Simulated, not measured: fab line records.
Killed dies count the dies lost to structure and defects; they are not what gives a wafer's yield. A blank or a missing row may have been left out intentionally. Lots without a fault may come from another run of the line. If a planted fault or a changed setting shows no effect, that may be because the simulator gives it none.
Which tool was responsible? ; flow gf180mcu ; 24 lots, 72 wafers sampled, at 5 steps of a route of 602

WHAT THE GAUGES SHOWED, per wafer
GF_M3_THK_MEAS_06: measures by xrf.
lot;measured;on;M3_ALCU_THK (nm)
L074;day 20 11:56;film metro-03;463 473 452
L075;day 20 19:01;film metro-02;443 447 452
L076;day 21 07:07;film metro-02;448 449 455
L077;day 21 15:13;film metro-04;439 448 454
L078;day 21 22:40;film metro-02;456 447 450
L079;day 22 07:34;film metro-03;457 465 461
L080;day 23 00:50;film metro-02;442 454 447
L081;day 23 12:28;film metro-04;447 445 449
L082;day 23 16:06;film metro-03;447 443 439
L083;day 23 21:46;film metro-04;441 448 456
L084;day 24 06:24;film metro-04;452 458 465
L085;day 24 09:38;film metro-03;459 455 465
L086;day 24 18:19;film metro-03;452 452 454
L087;day 25 06:28;film metro-04;458 459 453
L088;day 25 17:19;film metro-03;458 446 446
L089;day 25 20:45;film metro-03;448 449 451
L090;day 26 00:38;film metro-04;455 446 439
L091;day 26 12:43;film metro-02;447 452 452
L092;day 26 14:02;film metro-03;447 447 446
L093;day 26 23:47;film metro-03;460 464 461
L094;day 27 13:23;film metro-04;450 457 453
L095;day 27 14:40;film metro-03;454 454 454
L096;day 27 22:52;film metro-02;449 449 453
L097;day 28 05:26;film metro-02;445 442 440

GF_M4_RS_MEAS_05: uses a four-point probe to measure.
lot;measured;on;M4_ALCU_RS (ohm/sq)
L074;day 22 15:00;film metro-02;0.0704 0.0700 0.0710
L075;day 22 20:46;film metro-02;0.0709 0.0701 0.0706
L076;day 23 08:35;film metro-02;0.0687 0.0683 0.0690
L077;day 23 16:54;film metro-03;0.0693 0.0693 0.0693
L078;day 24 00:11;film metro-02;0.0695 0.0688 0.0692
L079;day 24 08:23;film metro-02;0.0699 0.0687 0.0696
L080;day 24 23:36;film metro-03;0.0694 0.0695 0.0694
L081;day 25 11:57;film metro-01;0.0700 0.0694 0.0691
L082;day 25 14:46;film metro-01;0.0706 0.0702 0.0698
L083;day 25 20:14;film metro-02;0.0695 0.0696 0.0707
L084;day 26 03:36;film metro-02;0.0690 0.0697 0.0692
L085;day 26 07:55;film metro-03;0.0686 0.0690 0.0699
L086;day 26 16:22;film metro-02;0.0697 0.0690 0.0695
L087;day 27 03:22;film metro-02;0.0699 0.0680 0.0686
L088;day 27 12:57;film metro-01;0.0698 0.0697 0.0698
L089;day 27 17:13;film metro-02;0.0695 0.0692 0.0704
L090;day 27 21:34;film metro-03;0.0696 0.0701 0.0700
L091;day 28 07:54;film metro-02;0.0695 0.0703 0.0694
L092;day 28 09:19;film metro-01;0.0704 0.0690 0.0691
L093;day 28 18:54;film metro-03;0.0692 0.0693 0.0699
L094;day 29 07:41;film metro-02;0.0689 0.0687 0.0687
L095;day 29 08:29;film metro-02;0.0685 0.0695 0.0685
L096;day 29 16:52;film metro-01;0.0693 0.0681 0.0692
L097;day 29 22:16;film metro-03;0.0715 0.0703 0.0700

GF_V5_THK_MEAS_25: measures by xrf.
lot;measured;on;V5_W_THK (nm)
L074;day 27 09:23;film metro-02;351 356 354
L075;day 27 14:22;film metro-01;353 361 352
L076;day 28 01:56;film metro-02;356 351 350
L077;day 28 08:17;film metro-02;360 356 356
L078;day 28 16:41;film metro-04;369 371 366
L079;day 28 21:12;film metro-02;352 359 357
L080;day 29 12:29;film metro-02;353 354 348
L081;day 29 22:14;film metro-01;356 353 356
L082;day 30 00:11;film metro-01;350 351 354
L083;day 30 06:08;film metro-01;357 358 357
L084;day 30 16:04;film metro-01;353 347 356
L085;day 30 16:51;film metro-02;360 362 365
L086;day 30 21:27;film metro-01;352 352 358
L087;day 31 08:59;film metro-02;367 365 368
L088;day 31 17:13;film metro-01;353 348 361
L089;day 31 20:52;film metro-01;362 357 361
L090;day 31 23:55;film metro-02;360 365 362
L091;day 32 09:59;film metro-02;355 357 357
L092;day 32 10:45;film metro-04;364 355 359
L093;day 32 19:08;film metro-01;363 360 367
L094;day 33 05:27;film metro-04;358 352 356
L095;day 33 06:33;film metro-02;360 356 355
L096;day 33 14:22;film metro-01;361 363 357
L097;day 33 17:45;film metro-02;358 353 357

EACH LOT AND THE TOOL THAT RAN IT (in order: tool; ch and the chambers of the sampled wafers; start)
lot;GF_M4_METAL_ETCH_16;GF_V5_SPUTTER_21
L074;rie metal-02 ch 0, day 23 13:31;pvd sputter-02, day 27 09:04
L075;rie metal-03 ch 0,1, day 23 18:55;pvd sputter-01, day 27 14:02
L076;rie metal-02 ch 0, day 24 07:11;pvd sputter-04, day 28 01:37
L077;rie metal-03 ch 1, day 24 15:19;pvd sputter-01, day 28 07:58
L078;rie metal-02 ch 0, day 24 22:19;pvd sputter-02, day 28 16:21
L079;rie metal-01 ch 0, day 25 06:40;pvd sputter-04, day 28 20:52
L080;rie metal-01 ch 0, day 25 21:14;pvd sputter-02, day 29 12:10
L081;rie metal-02 ch 0, day 26 08:40;pvd sputter-01, day 29 21:53
L082;rie metal-03 ch 0,1, day 26 11:22;pvd sputter-01, day 29 23:51
L083;rie metal-03 ch 0,1, day 26 17:26;pvd sputter-02, day 30 05:48
L084;rie metal-02 ch 1, day 27 01:07;pvd sputter-02, day 30 15:44
L085;rie metal-03 ch 0,1, day 27 04:40;pvd sputter-02, day 30 16:31
L086;rie metal-03 ch 0,1, day 27 12:37;pvd sputter-04, day 30 21:07
L087;rie metal-01 ch 0,1, day 27 23:01;pvd sputter-02, day 31 08:39
L088;rie metal-03 ch 0, day 28 08:49;pvd sputter-04, day 31 16:52
L089;rie metal-02 ch 0,1, day 28 12:58;pvd sputter-04, day 31 20:31
L090;rie metal-02 ch 0,1, day 28 17:05;pvd sputter-02, day 31 23:34
L091;rie metal-03 ch 0,1, day 29 03:01;pvd sputter-01, day 32 09:39
L092;rie metal-01 ch 0,1, day 29 05:08;pvd sputter-02, day 32 10:25
L093;rie metal-02 ch 0,1, day 29 14:19;pvd sputter-02, day 32 18:48
L094;rie metal-03 ch 0,1, day 30 02:22;pvd sputter-02, day 33 05:07
L095;rie metal-02 ch 0,1, day 30 04:14;pvd sputter-04, day 33 06:13
L096;rie metal-01 ch 0,1, day 30 11:19;pvd sputter-01, day 33 14:01
L097;rie metal-02 ch 0,1, day 30 16:11;pvd sputter-02, day 33 17:25
- GF_M4_METAL_ETCH_16: etches the open film in Cl2/BCl3, stops on SiO2, target depth 750.8 nm, time 125.1 s.
- GF_V5_SPUTTER_21: material Ti, target thk 15 nm, time 80.02 s.

WHAT THE TOOLS THEMSELVES READ (means of the sampled wafers that have a number; where no wafer has one, the mark that the record gives instead)
GF_M4_METAL_ETCH_16.
lot;tool;drypump motor current A (A);mfc cl2 sccm (sccm);oes product au (a.u.);throttle valve pct (%)
L074;rie metal-02;5.70;79.82;0.999;28.222
L075;rie metal-03;5.65;79.91;0.991;28.230
L076;rie metal-02;5.73;79.83;0.996;28.219
L077;rie metal-03;5.62;79.73;0.995;28.225
L078;rie metal-02;5.66;80.10;0.998;28.224
L079;rie metal-01;5.33;79.94;0.986;28.232
L080;rie metal-01;5.31;79.91;0.987;28.237
L081;rie metal-02;5.71;80.28;0.990;28.230
L082;rie metal-03;5.64;79.95;1.001;28.230
L083;rie metal-03;5.68;79.84;0.995;28.218
L084;rie metal-02;6.07;80.25;0.987;28.228
L085;rie metal-03;5.66;79.88;0.997;28.225
L086;rie metal-03;5.68;80.04;0.996;28.219
L087;rie metal-01;5.47;80.09;0.992;28.231
L088;rie metal-03;5.71;80.23;0.995;28.217
L089;rie metal-02;5.94;80.04;0.996;28.222
L090;rie metal-02;5.81;79.71;0.995;28.216
L091;rie metal-03;5.66;79.88;0.997;28.220
L092;rie metal-01;5.48;79.93;0.995;28.228
L093;rie metal-02;5.94;80.27;0.992;28.221
L094;rie metal-03;5.66;80.06;0.994;28.227
L095;rie metal-02;5.81;80.18;0.998;28.221
L096;rie metal-01;5.39;80.08;0.990;28.238
L097;rie metal-02;5.81;79.80;0.993;28.229

GF_V5_SPUTTER_21.
lot;tool;chamber pressure pa (Pa);throttle valve pct (%)
L074;pvd sputter-02;4.990;29.5
L075;pvd sputter-01;5.006;29.7
L076;pvd sputter-04;5.005;30.3
L077;pvd sputter-01;5.007;29.1
L078;pvd sputter-02;4.995;30.4
L079;pvd sputter-04;4.996;30.1
L080;pvd sputter-02;4.991;29.9
L081;pvd sputter-01;5.000;29.6
L082;pvd sputter-01;5.005;30.1
L083;pvd sputter-02;5.006;29.5
L084;pvd sputter-02;4.997;29.9
L085;pvd sputter-02;4.997;29.1
L086;pvd sputter-04;5.010;29.8
L087;pvd sputter-02;4.999;29.2
L088;pvd sputter-04;5.004;30.1
L089;pvd sputter-04;4.999;29.8
L090;pvd sputter-02;5.004;29.8
L091;pvd sputter-01;4.992;29.9
L092;pvd sputter-02;5.006;29.4
L093;pvd sputter-02;4.987;29.4
L094;pvd sputter-02;5.004;30.0
L095;pvd sputter-04;5.003;29.7
L096;pvd sputter-01;4.992;29.6
L097;pvd sputter-02;5.000;30.0

THE ANSWER, worked out from the rows above alone
Rule: usual is defined by the lots themselves. The widest of any qualifying gaps counts: lots, ordered by their means at a reading, are off when they make up no more than a third of the lots, leave a main group of 4 or more, and stand apart from it by 3 or more times the standard deviation of that group's means. A main group is skipped when, at the precision printed for the reading in the tables above, its means are all equal. A lot without any number at a reading at which 4 lots or more have one is off too. All remaining lots with rows at the step are treated as sound. Order of review: gauges by route order, followed by the tools' own readings, for which a lot's mean as printed above is used. At the first step where some lot is off, the reading lying furthest off is the one used; lots without a number count as furthest.
Nothing can be told from this: no lot is off at any reading shown.

WHAT HAD BEEN PUT IN BY THE SIMULATOR
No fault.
